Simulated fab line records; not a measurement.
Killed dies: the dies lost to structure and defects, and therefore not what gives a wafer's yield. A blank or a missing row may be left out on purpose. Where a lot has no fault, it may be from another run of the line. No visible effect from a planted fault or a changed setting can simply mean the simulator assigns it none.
Problem report, 8D (eight disciplines) form, completed by code ; flow sky130 ; the parts of the form that need people (team, actions taken, sign-off) are left out

1. THE PROBLEM
Mean of spin speed rpm at SKY_VT_ADJUST_HVTP_COAT_02: 2951.2 rpm across 6 wafers in 2 lots; on wafers with no fault it is 2999.8 rpm (standard deviation 1.9). That puts it -26 standard deviations away from the usual mean.
The step: resist thk 1140 nm.
The first sign was on wafer L285.2 at day 6 23:36, on litho track-03. The record holds 39 wafers of 13 lots with a number at this step. By rule, "out" or "out of limits" means more than 4 standard deviations away from the usual mean. The other wafers with a number count as sound.

2. WHAT IT IS AND WHAT IT IS NOT
question;is;is not
which readings at this step;spin speed rpm;-
which lots;L285, L287;L280, L282, L283, L288, L296, L297, L298, L299, L300, L302, L303
which wafers of those lots;all that have a number;-
read on which tools;litho track-03;litho track-01, litho track-04
when;from day 6 23:36;"up to then (9 sound wafers); but 24 sound wafers of L288, L296, L297, L298, L299, L300, L302, L303 came after"

3. SUSPECTS, AND WHAT RULES EACH OUT
Counting: any tool at a process step up to the reading is kept as a suspect provided that every lot that is out went through it and no sound lot did after the first of them.
- litho track-03 at SKY_VT_ADJUST_HVTP_COAT_02 (resist thk 1140 nm): ruled out as a lasting fault. The sound lots L297, L298, L299, L302 went through it after L285, its earliest lot that is out (day 6 23:36).
Left after counting: nothing in the record.

4. THE CAUSE (what the simulator had put in)
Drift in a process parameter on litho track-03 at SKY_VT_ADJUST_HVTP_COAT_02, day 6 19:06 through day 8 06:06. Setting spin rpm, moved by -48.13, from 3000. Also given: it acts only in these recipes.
Counting ruled it out, wrongly.

5. THE EFFECT CHAIN, in route order
One row per reading whose mean, taken over the struck wafers that have a number, lies over 3 standard deviations from the usual. Scope: only readings with a usual standard deviation given in the record; hours: median across lots of the time from each lot's start at the first step in this table that gives one to its start at this step; sigmas: change in usual standard deviations.
hours;step;reading;usual;on struck wafers;change;sigmas
0;SKY_VT_ADJUST_HVTP_COAT_02;spin speed rpm;2999.8 rpm;2951.2;-48.6;-26
It contains these process steps:
- SKY_VT_ADJUST_HVTP_COAT_02: resist thk 1140 nm.
At these later measuring or inspecting steps, every struck wafer for which the step has a row has a number for every such reading, and none has moved that far: SKY_LOCAL_INTERCONNECT_OVL_MEAS_12.

6. WHAT WOULD HAVE CAUGHT IT SOONER
In this record no reading fell out of limits until day 6 23:36, 4 hours after the fault had begun at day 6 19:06.
